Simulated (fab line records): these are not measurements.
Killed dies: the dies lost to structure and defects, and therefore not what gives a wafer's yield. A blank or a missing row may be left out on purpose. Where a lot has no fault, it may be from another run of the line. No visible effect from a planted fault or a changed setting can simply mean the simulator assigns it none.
Chamber matching / flow sky130 / SKY_FIELD_ISO_ETCH_14 on rie-diel-02 has 4 sister chambers
The step etches BARC in N2/H2, stops on SiO2, time 48.11 s, target depth 60 nm. 14 wafers are shown with their chamber, then 7 later ones without.

== WAFERS, EACH WITH ITS CHAMBER ==
wafer=L260.1; chamber=1; drypump-motor-current-A (A)=5.8; oes-product-au (a.u.)=0.837; throttle-valve-pct (%)=13.214
wafer=L260.3; chamber=2; drypump-motor-current-A (A)=6.4; oes-product-au (a.u.)=0.841; throttle-valve-pct (%)=13.224
wafer=L260.5; chamber=3; drypump-motor-current-A (A)=6.0; oes-product-au (a.u.)=0.844; throttle-valve-pct (%)=13.211
wafer=L265.1; chamber=2; drypump-motor-current-A (A)=6.4; oes-product-au (a.u.)=0.855; throttle-valve-pct (%)=13.221
wafer=L265.2; chamber=3; drypump-motor-current-A (A)=6.0; oes-product-au (a.u.)=0.839; throttle-valve-pct (%)=13.222
wafer=L265.6; chamber=3; drypump-motor-current-A (A)=6.0; oes-product-au (a.u.)=0.838; throttle-valve-pct (%)=13.222
wafer=L270.3; chamber=0; drypump-motor-current-A (A)=5.0; oes-product-au (a.u.)=0.848; throttle-valve-pct (%)=13.220
wafer=L270.4; chamber=3; drypump-motor-current-A (A)=6.0; oes-product-au (a.u.)=0.844; throttle-valve-pct (%)=13.228
wafer=L270.6; chamber=0; drypump-motor-current-A (A)=5.0; oes-product-au (a.u.)=0.838; throttle-valve-pct (%)=13.224
wafer=L275.1; chamber=2; drypump-motor-current-A (A)=6.4; oes-product-au (a.u.)=0.858; throttle-valve-pct (%)=13.213
wafer=L275.3; chamber=3; drypump-motor-current-A (A)=6.0; oes-product-au (a.u.)=0.837; throttle-valve-pct (%)=13.232
wafer=L275.5; chamber=1; drypump-motor-current-A (A)=5.8; oes-product-au (a.u.)=0.847; throttle-valve-pct (%)=13.209
wafer=L277.3; chamber=2; drypump-motor-current-A (A)=6.5; oes-product-au (a.u.)=0.836; throttle-valve-pct (%)=13.240
wafer=L277.4; chamber=1; drypump-motor-current-A (A)=5.8; oes-product-au (a.u.)=0.851; throttle-valve-pct (%)=13.227

SIGNATURES, as means of the wafers listed above
reading=drypump-motor-current-A; chamber 0=5.000; chamber 1=5.800; chamber 2=6.425; chamber 3=6.000; scatter within a chamber=0.0274
reading=oes-product-au; chamber 0=0.84300; chamber 1=0.84500; chamber 2=0.84750; chamber 3=0.84040; scatter within a chamber=0.00735
reading=throttle-valve-pct; chamber 0=13.22200; chamber 1=13.21667; chamber 2=13.22450; chamber 3=13.22300; scatter within a chamber=0.00904
Rule: distance of a wafer from a chamber = root of the sum over the readings of ((wafer's reading minus chamber's mean) / reading's scatter) squared. If the next closest chamber is less than 2 further off than the closest, the wafer can't be placed; otherwise it belongs to the closest. How the scatter is found: for the shown wafers, subtract from each reading the mean of its chamber, square and add these, divide the total by (wafers less chambers), then take the root.

== WAFERS WHOSE CHAMBER IS MISSING ==
wafer=L277.6; drypump-motor-current-A (A)=6.0; oes-product-au (a.u.)=0.841; throttle-valve-pct (%)=13.207
wafer=L278.1; drypump-motor-current-A (A)=5.8; oes-product-au (a.u.)=0.841; throttle-valve-pct (%)=13.211
wafer=L278.2; drypump-motor-current-A (A)=6.0; oes-product-au (a.u.)=0.843; throttle-valve-pct (%)=13.231
wafer=L278.4; drypump-motor-current-A (A)=5.0; oes-product-au (a.u.)=0.848; throttle-valve-pct (%)=13.230
wafer=L282.2; drypump-motor-current-A (A)=6.0; oes-product-au (a.u.)=0.841; throttle-valve-pct (%)=13.237
wafer=L282.5; drypump-motor-current-A (A)=5.0; oes-product-au (a.u.)=0.845; throttle-valve-pct (%)=13.220
wafer=L282.6; drypump-motor-current-A (A)=5.8; oes-product-au (a.u.)=0.852; throttle-valve-pct (%)=13.220

== EACH ONE'S CHAMBER ==
wafer=L277.6; from the rows above=3; in truth=3
wafer=L278.1; from the rows above=1; in truth=1
wafer=L278.2; from the rows above=3; in truth=3
wafer=L278.4; from the rows above=0; in truth=0
wafer=L282.2; from the rows above=3; in truth=3
wafer=L282.5; from the rows above=0; in truth=0
wafer=L282.6; from the rows above=1; in truth=1
7 of 7 placed correctly. Number that these rows cannot place: 0. Number placed wrongly: 0.
